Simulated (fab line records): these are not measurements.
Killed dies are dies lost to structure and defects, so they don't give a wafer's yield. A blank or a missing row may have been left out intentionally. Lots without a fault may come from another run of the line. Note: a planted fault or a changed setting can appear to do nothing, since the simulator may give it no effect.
Which of the tools did it? || flow gf180mcu || 14 lots, 42 wafers sampled, at 4 steps of a route of 602

## WHAT THE GAUGES READ, wafer by wafer
GF_VT_IMPLANT_OVL_MEAS_18.
{"lot": "L831", "measured": "day 6 18:35", "on": "overlay-02", "VT_IMPLANT_01_OVL (nm)": "3.7 -0.2 1.2"}
{"lot": "L832", "measured": "day 7 03:38", "on": "overlay-02", "VT_IMPLANT_01_OVL (nm)": "2.3 2.1 2.1"}
{"lot": "L833", "measured": "day 7 09:44", "on": "overlay-01", "VT_IMPLANT_01_OVL (nm)": "0.5 1.7 0.6"}
{"lot": "L834", "measured": "day 7 12:11", "on": "overlay-01", "VT_IMPLANT_01_OVL (nm)": "1.0 -1.0 1.8"}
{"lot": "L835", "measured": "day 7 19:58", "on": "overlay-01", "VT_IMPLANT_01_OVL (nm)": "1.9 0.5 2.1"}
{"lot": "L842", "measured": "day 9 17:32", "on": "overlay-01", "VT_IMPLANT_01_OVL (nm)": "-0.8 0.5 -0.5"}
{"lot": "L843", "measured": "day 9 21:47", "on": "overlay-02", "VT_IMPLANT_01_OVL (nm)": "1.9 0.1 1.0"}
{"lot": "L844", "measured": "day 10 04:32", "on": "overlay-02", "VT_IMPLANT_01_OVL (nm)": "2.3 1.1 1.5"}
{"lot": "L845", "measured": "day 10 09:20", "on": "overlay-01", "VT_IMPLANT_01_OVL (nm)": "2.4 2.0 0.9"}
{"lot": "L847", "measured": "day 11 02:33", "on": "overlay-02", "VT_IMPLANT_01_OVL (nm)": "1.5 1.7 0.9"}
{"lot": "L848", "measured": "day 11 07:07", "on": "overlay-01", "VT_IMPLANT_01_OVL (nm)": "1.5 -0.8 1.3"}
{"lot": "L849", "measured": "day 11 12:57", "on": "overlay-02", "VT_IMPLANT_01_OVL (nm)": "0.8 -0.1 0.2"}
{"lot": "L851", "measured": "day 12 07:11", "on": "overlay-02", "VT_IMPLANT_01_OVL (nm)": "1.3 -1.0 1.5"}
{"lot": "L852", "measured": "day 12 13:43", "on": "overlay-02", "VT_IMPLANT_01_OVL (nm)": "-0.3 1.1 1.5"}

GF_CONTACT_OVL_MEAS_15.
{"lot": "L831", "measured": "day 17 00:18", "on": "overlay-01", "CONTACT_OVL (nm)": "8 10 0"}
{"lot": "L832", "measured": "day 17 10:34", "on": "overlay-02", "CONTACT_OVL (nm)": "2 -9 -4"}
{"lot": "L833", "measured": "day 18 00:20", "on": "overlay-02", "CONTACT_OVL (nm)": "-8 0 -4"}
{"lot": "L834", "measured": "day 17 22:55", "on": "overlay-01", "CONTACT_OVL (nm)": "3 3 2"}
{"lot": "L835", "measured": "day 18 12:42", "on": "overlay-01", "CONTACT_OVL (nm)": "-8 -5 -7"}
{"lot": "L842", "measured": "day 21 00:45", "on": "overlay-02", "CONTACT_OVL (nm)": "-2 0 4"}
{"lot": "L843", "measured": "day 21 07:59", "on": "overlay-02", "CONTACT_OVL (nm)": "4 -3 -9"}
{"lot": "L844", "measured": "day 21 13:53", "on": "overlay-01", "CONTACT_OVL (nm)": "3 1 -3"}
{"lot": "L845", "measured": "day 21 22:12", "on": "overlay-02", "CONTACT_OVL (nm)": "-2 4 -3"}
{"lot": "L847", "measured": "day 22 19:39", "on": "overlay-02", "CONTACT_OVL (nm)": "8 2 7"}
{"lot": "L848", "measured": "day 23 00:47", "on": "overlay-01", "CONTACT_OVL (nm)": "1 0 1"}
{"lot": "L849", "measured": "day 23 09:52", "on": "overlay-01", "CONTACT_OVL (nm)": "4 0 -2"}
{"lot": "L851", "measured": "day 24 05:16", "on": "overlay-02", "CONTACT_OVL (nm)": "1 7 -3"}
{"lot": "L852", "measured": "day 24 12:28", "on": "overlay-02", "CONTACT_OVL (nm)": "-6 -8 -8"}

## WHAT TOOL EACH LOT RAN ON (gives the tool, then ch and the chambers of the sampled wafers, and finally the start)
{"lot": "L831", "GF_STI_WET_ETCH_28": "wet-bench-02 ch 0, day 2 14:30", "GF_SAB_ETCH_11": "rie-diel-02 ch 0,1,3, day 16 01:11"}
{"lot": "L832", "GF_STI_WET_ETCH_28": "wet-bench-01 ch 0, day 2 21:07", "GF_SAB_ETCH_11": "rie-diel-02 ch 0,2,3, day 16 10:11"}
{"lot": "L833", "GF_STI_WET_ETCH_28": "wet-bench-02 ch 2, day 3 03:06", "GF_SAB_ETCH_11": "rie-diel-01 ch 0,1, day 16 23:17"}
{"lot": "L834", "GF_STI_WET_ETCH_28": "wet-bench-02 ch 0, day 3 06:38", "GF_SAB_ETCH_11": "rie-diel-04 ch 0,1,3, day 16 22:38"}
{"lot": "L835", "GF_STI_WET_ETCH_28": "wet-bench-02 ch 2, day 3 11:23", "GF_SAB_ETCH_11": "rie-diel-04 ch 0,3, day 17 12:25"}
{"lot": "L842", "GF_STI_WET_ETCH_28": "wet-bench-02 ch 3, day 5 01:32", "GF_SAB_ETCH_11": "rie-diel-02 ch 2,3, day 19 22:47"}
{"lot": "L843", "GF_STI_WET_ETCH_28": "wet-bench-01 ch 1, day 5 05:42", "GF_SAB_ETCH_11": "rie-diel-01 ch 0,1,3, day 20 05:56"}
{"lot": "L844", "GF_STI_WET_ETCH_28": "wet-bench-02 ch 2, day 5 11:04", "GF_SAB_ETCH_11": "rie-diel-04 ch 1,2,3, day 20 12:53"}
{"lot": "L845", "GF_STI_WET_ETCH_28": "wet-bench-01 ch 3, day 5 14:22", "GF_SAB_ETCH_11": "rie-diel-01 ch 2,3, day 20 21:11"}
{"lot": "L847", "GF_STI_WET_ETCH_28": "wet-bench-02 ch 1, day 6 02:45", "GF_SAB_ETCH_11": "rie-diel-02 ch 0,1, day 21 18:11"}
{"lot": "L848", "GF_STI_WET_ETCH_28": "wet-bench-02 ch 0, day 6 08:16", "GF_SAB_ETCH_11": "rie-diel-04 ch 1,3, day 21 23:41"}
{"lot": "L849", "GF_STI_WET_ETCH_28": "wet-bench-03 ch 0, day 6 11:56", "GF_SAB_ETCH_11": "rie-diel-02 ch 1,3, day 22 08:53"}
{"lot": "L851", "GF_STI_WET_ETCH_28": "wet-bench-02 ch 3, day 7 00:46", "GF_SAB_ETCH_11": "rie-diel-04 ch 0,1,2, day 23 05:13"}
{"lot": "L852", "GF_STI_WET_ETCH_28": "wet-bench-01 ch 0, day 7 06:14", "GF_SAB_ETCH_11": "rie-diel-02 ch 0,1, day 23 12:20"}
- GF_STI_WET_ETCH_28: etches SiO2 in dHF, target depth 20 nm, time 40 s.
- GF_SAB_ETCH_11: etches SiO2 in C4F8/O2/Ar, target depth 55 nm, time 8.5 s.

## WHAT THE TOOLS THEMSELVES READ (means of the sampled wafers that have a number; where no wafer has one, the mark that the record gives instead)
GF_STI_WET_ETCH_28.
{"lot": "L831", "tool": "wet-bench-02", "bath-heat-duty-pct (%)": 6.5, "run-length-s (s)": 67}
{"lot": "L832", "tool": "wet-bench-01", "bath-heat-duty-pct (%)": 6.3, "run-length-s (s)": 72}
{"lot": "L833", "tool": "wet-bench-02", "bath-heat-duty-pct (%)": 8.0, "run-length-s (s)": 66}
{"lot": "L834", "tool": "wet-bench-02", "bath-heat-duty-pct (%)": 6.5, "run-length-s (s)": 68}
{"lot": "L835", "tool": "wet-bench-02", "bath-heat-duty-pct (%)": 8.6, "run-length-s (s)": 65}
{"lot": "L842", "tool": "wet-bench-02", "bath-heat-duty-pct (%)": "-", "run-length-s (s)": "-"}
{"lot": "L843", "tool": "wet-bench-01", "bath-heat-duty-pct (%)": "-", "run-length-s (s)": "-"}
{"lot": "L844", "tool": "wet-bench-02", "bath-heat-duty-pct (%)": "-", "run-length-s (s)": "-"}
{"lot": "L845", "tool": "wet-bench-01", "bath-heat-duty-pct (%)": 5.2, "run-length-s (s)": 66}
{"lot": "L847", "tool": "wet-bench-02", "bath-heat-duty-pct (%)": 7.6, "run-length-s (s)": 67}
{"lot": "L848", "tool": "wet-bench-02", "bath-heat-duty-pct (%)": 6.8, "run-length-s (s)": 67}
{"lot": "L849", "tool": "wet-bench-03", "bath-heat-duty-pct (%)": 7.2, "run-length-s (s)": 73}
{"lot": "L851", "tool": "wet-bench-02", "bath-heat-duty-pct (%)": 6.6, "run-length-s (s)": 73}
{"lot": "L852", "tool": "wet-bench-01", "bath-heat-duty-pct (%)": 5.8, "run-length-s (s)": 66}

GF_SAB_ETCH_11.
{"lot": "L831", "tool": "rie-diel-02", "bias-w (W)": 1203, "chamber-pressure-mTorr (mTorr)": 39.99, "oes-product-au (a.u.)": 1.008, "rf-fwd-power-W (W)": 1469}
{"lot": "L832", "tool": "rie-diel-02", "bias-w (W)": 1200, "chamber-pressure-mTorr (mTorr)": 40.03, "oes-product-au (a.u.)": 1.004, "rf-fwd-power-W (W)": 1462}
{"lot": "L833", "tool": "rie-diel-01", "bias-w (W)": 1200, "chamber-pressure-mTorr (mTorr)": 40.00, "oes-product-au (a.u.)": 1.014, "rf-fwd-power-W (W)": 1467}
{"lot": "L834", "tool": "rie-diel-04", "bias-w (W)": 1201, "chamber-pressure-mTorr (mTorr)": 40.02, "oes-product-au (a.u.)": 0.989, "rf-fwd-power-W (W)": 1461}
{"lot": "L835", "tool": "rie-diel-04", "bias-w (W)": 1198, "chamber-pressure-mTorr (mTorr)": 39.99, "oes-product-au (a.u.)": 0.984, "rf-fwd-power-W (W)": 1469}
{"lot": "L842", "tool": "rie-diel-02", "bias-w (W)": 1199, "chamber-pressure-mTorr (mTorr)": 40.02, "oes-product-au (a.u.)": 0.997, "rf-fwd-power-W (W)": 1462}
{"lot": "L843", "tool": "rie-diel-01", "bias-w (W)": 1201, "chamber-pressure-mTorr (mTorr)": 40.03, "oes-product-au (a.u.)": 1.016, "rf-fwd-power-W (W)": 1469}
{"lot": "L844", "tool": "rie-diel-04", "bias-w (W)": 1199, "chamber-pressure-mTorr (mTorr)": 40.02, "oes-product-au (a.u.)": 0.998, "rf-fwd-power-W (W)": 1470}
{"lot": "L845", "tool": "rie-diel-01", "bias-w (W)": 1201, "chamber-pressure-mTorr (mTorr)": 39.98, "oes-product-au (a.u.)": 0.992, "rf-fwd-power-W (W)": 1466}
{"lot": "L847", "tool": "rie-diel-02", "bias-w (W)": 1200, "chamber-pressure-mTorr (mTorr)": 40.01, "oes-product-au (a.u.)": 0.988, "rf-fwd-power-W (W)": 1474}
{"lot": "L848", "tool": "rie-diel-04", "bias-w (W)": 1201, "chamber-pressure-mTorr (mTorr)": 40.00, "oes-product-au (a.u.)": 1.003, "rf-fwd-power-W (W)": 1465}
{"lot": "L849", "tool": "rie-diel-02", "bias-w (W)": 1199, "chamber-pressure-mTorr (mTorr)": 40.03, "oes-product-au (a.u.)": 1.002, "rf-fwd-power-W (W)": 1470}
{"lot": "L851", "tool": "rie-diel-04", "bias-w (W)": 1200, "chamber-pressure-mTorr (mTorr)": 39.98, "oes-product-au (a.u.)": 0.998, "rf-fwd-power-W (W)": 1467}
{"lot": "L852", "tool": "rie-diel-02", "bias-w (W)": 1200, "chamber-pressure-mTorr (mTorr)": 40.01, "oes-product-au (a.u.)": 0.995, "rf-fwd-power-W (W)": 1474}

## THE ANSWER, worked out from the rows above alone
Rule: usual is defined by the lots themselves. The widest of any qualifying gaps counts: lots, ordered by their means at a reading, are off when they make up no more than a third of the lots, leave a main group of 4 or more, and stand apart from it by 3 or more times the standard deviation of that group's means. If all means in a main group match to the digits the tables above print for the reading, that group is not used. Also off: a lot with no number at a reading for which 4 or more lots have one. All remaining lots with rows at the step are treated as sound. After the gauges, taken in route order, come the tools' own readings; for these a lot's mean is taken, as printed above. At the first step where some lot is off, the reading lying furthest off is the one used; lots without a number count as furthest.
Off, at GF_STI_WET_ETCH_28 on bath-heat-duty-pct: L842, L843, L844. Without a number there: L842, L843, L844. Mean 6.8 % and standard deviation 0.93 in the main group.
If a tool, at that step or one of the process steps before it, ran each lot that is off and ran no sound lot following the first of them, it fits. Not one of the candidates tried fits.

## WHAT THE SIMULATOR HAD PUT IN
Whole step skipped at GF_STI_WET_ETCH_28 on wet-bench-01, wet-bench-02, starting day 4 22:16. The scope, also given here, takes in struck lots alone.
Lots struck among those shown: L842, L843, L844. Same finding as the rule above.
